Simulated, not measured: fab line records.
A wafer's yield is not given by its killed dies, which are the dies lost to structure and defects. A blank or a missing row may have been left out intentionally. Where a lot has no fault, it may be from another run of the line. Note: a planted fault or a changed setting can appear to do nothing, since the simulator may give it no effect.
Which tool is to blame? -- flow gf180mcu -- 39 wafers from 13 lots sampled at 4 of the route's 602 steps

## WHAT EACH GAUGE READ, for each wafer
GF_V5_THK_MEAS_25: measures by xrf. Usual: for V5_W_THK the level is 353 nm and the standard deviation is 4.7.
lot,measured,on,V5_W_THK (nm),flag
L455,day 27 08:03,film metro-01,348 349 349,
L458,day 28 10:10,film metro-03,351 351 352,
L459,day 28 18:56,film metro-01,346 345 346,
L460,day 28 21:39,film metro-03,348 353 345,
L462,day 29 09:40,film metro-01,351 352 345,
L463,day 29 18:04,film metro-03,351 352 348,
L464,day 29 23:42,film metro-01,346 349 353,
L466,day 30 17:50,film metro-02,353 361 355,
L467,day 30 23:22,film metro-01,350 355 355,
L468,day 31 03:34,film metro-03,359 359 359,
L469,day 31 12:43,film metro-03,355 357 355,
L470,day 31 14:10,film metro-01,350 350 349,
L471,day 32 00:58,film metro-02,360 359 359,

## TOOL THAT RAN EACH LOT (tool first, then ch and the chambers of the sampled wafers, then the start)
lot,GF_V4_CLEAN_20,GF_MIM_STRIP_20,GF_V5_SPUTTER_22
L455,"wet bench-03 ch 2, day 24 11:20","plasma asher-01 ch 0,1, day 25 10:48","pvd sputter-04, day 27 07:46"
L458,"wet bench-02 ch 1, day 25 16:50","plasma asher-03 ch 0,1, day 26 14:42","pvd sputter-04, day 28 09:53"
L459,"wet bench-01 ch 3, day 26 02:59","plasma asher-01 ch 0,1, day 27 00:27","pvd sputter-01, day 28 18:40"
L460,"wet bench-03 ch 0, day 26 06:28","plasma asher-03 ch 0,1, day 27 04:02","pvd sputter-04, day 28 21:23"
L462,"wet bench-03 ch 3, day 26 17:31","plasma asher-03 ch 0,1, day 27 15:20","pvd sputter-04, day 29 09:23"
L463,"wet bench-01 ch 2, day 27 02:05","plasma asher-04 ch 0,1, day 27 23:42","pvd sputter-01, day 29 17:46"
L464,"wet bench-01 ch 3, day 27 09:22","plasma asher-04 ch 0,1, day 28 06:33","pvd sputter-04, day 29 23:26"
L466,"wet bench-01 ch 0, day 28 05:10","plasma asher-04 ch 0,1, day 29 01:26","pvd sputter-03, day 30 17:32"
L467,"wet bench-03 ch 0, day 28 10:59","plasma asher-04 ch 0,1, day 29 07:31","pvd sputter-03, day 30 23:04"
L468,"wet bench-01 ch 3, day 28 14:56","plasma asher-04 ch 0,1, day 29 11:41","pvd sputter-01, day 31 03:16"
L469,"wet bench-02 ch 0, day 29 01:34","plasma asher-04 ch 0,1, day 29 21:49","pvd sputter-04, day 31 12:25"
L470,"wet bench-01 ch 2, day 29 04:35","plasma asher-04 ch 0,1, day 30 00:20","pvd sputter-04, day 31 13:53"
L471,"wet bench-01 ch 0, day 29 15:47","plasma asher-03 ch 0,1, day 30 11:03","pvd sputter-03, day 32 00:42"
- GF_V4_CLEAN_20: cleans in DIW.
- GF_MIM_STRIP_20: strips in O2/N2.
- GF_V5_SPUTTER_22: material TiN, target thk 10 nm, time 40 s.

## WHAT THE TOOLS THEMSELVES READ (means of the sampled wafers that have a number; where no wafer has one, the mark that the record gives instead)
GF_MIM_STRIP_20. Usual: drypump motor current A 5.3 A, standard deviation 0.51; heater power w 346 W, standard deviation 43; oes product au 0.691 a.u., standard deviation 0.0045; platen temp c 250.01 C, standard deviation 0.18; strip time to endpoint s 11.21 s, standard deviation 0.037.
lot,tool,drypump motor current A (A),heater power w (W),oes product au (a.u.),platen temp c (C),strip time to endpoint s (s),flag
L455,plasma asher-01,5.6,354,0.689,249.87,11.21,
L458,plasma asher-03,5.6,313,0.690,249.92,11.27,
L459,plasma asher-01,5.6,362,0.690,250.08,11.26,
L460,plasma asher-03,5.5,307,0.693,249.86,11.18,
L462,plasma asher-03,5.6,310,0.693,250.04,11.20,
L463,plasma asher-04,4.9,344,0.692,250.04,11.24,
L464,plasma asher-04,4.9,351,0.687,249.83,11.21,
L466,plasma asher-04,5.3,385,0.694,250.21,11.19,
L467,plasma asher-04,4.9,350,0.690,250.11,11.16,
L468,plasma asher-04,5.3,384,0.693,250.23,11.25,
L469,plasma asher-04,5.0,344,0.694,250.19,11.22,
L470,plasma asher-04,5.0,352,0.691,250.05,11.20,
L471,plasma asher-03,5.5,311,0.696,249.89,11.21,

GF_V5_SPUTTER_22. Usual: 30.4 % for throttle valve pct, sd 0.93.
lot,tool,throttle valve pct (%),flag
L455,pvd sputter-04,30.0,
L458,pvd sputter-04,29.7,
L459,pvd sputter-01,29.8,
L460,pvd sputter-04,31.0,
L462,pvd sputter-04,29.9,
L463,pvd sputter-01,30.1,
L464,pvd sputter-04,31.2,
L466,pvd sputter-03,30.4,
L467,pvd sputter-03,30.4,
L468,pvd sputter-01,30.2,
L469,pvd sputter-04,30.0,
L470,pvd sputter-04,30.8,
L471,pvd sputter-03,30.7,

## THE ANSWER, worked out from the rows above alone
Rule: take the mean of a lot's wafers that have a number; if it is more than 3 standard deviations from the usual mean, the lot is off. Also off: a lot with no number at a reading for which 4 or more lots have one. All remaining lots with rows at the step are treated as sound. Order of review: gauges by route order, followed by the tools' own readings, for which a lot's mean as printed above is used. At the first step where some lot is off, the reading lying furthest off is the one used; lots without a number count as furthest.
None of the lots is off at any reading shown; this tells nothing.

## WHAT WAS PUT IN BY THE SIMULATOR
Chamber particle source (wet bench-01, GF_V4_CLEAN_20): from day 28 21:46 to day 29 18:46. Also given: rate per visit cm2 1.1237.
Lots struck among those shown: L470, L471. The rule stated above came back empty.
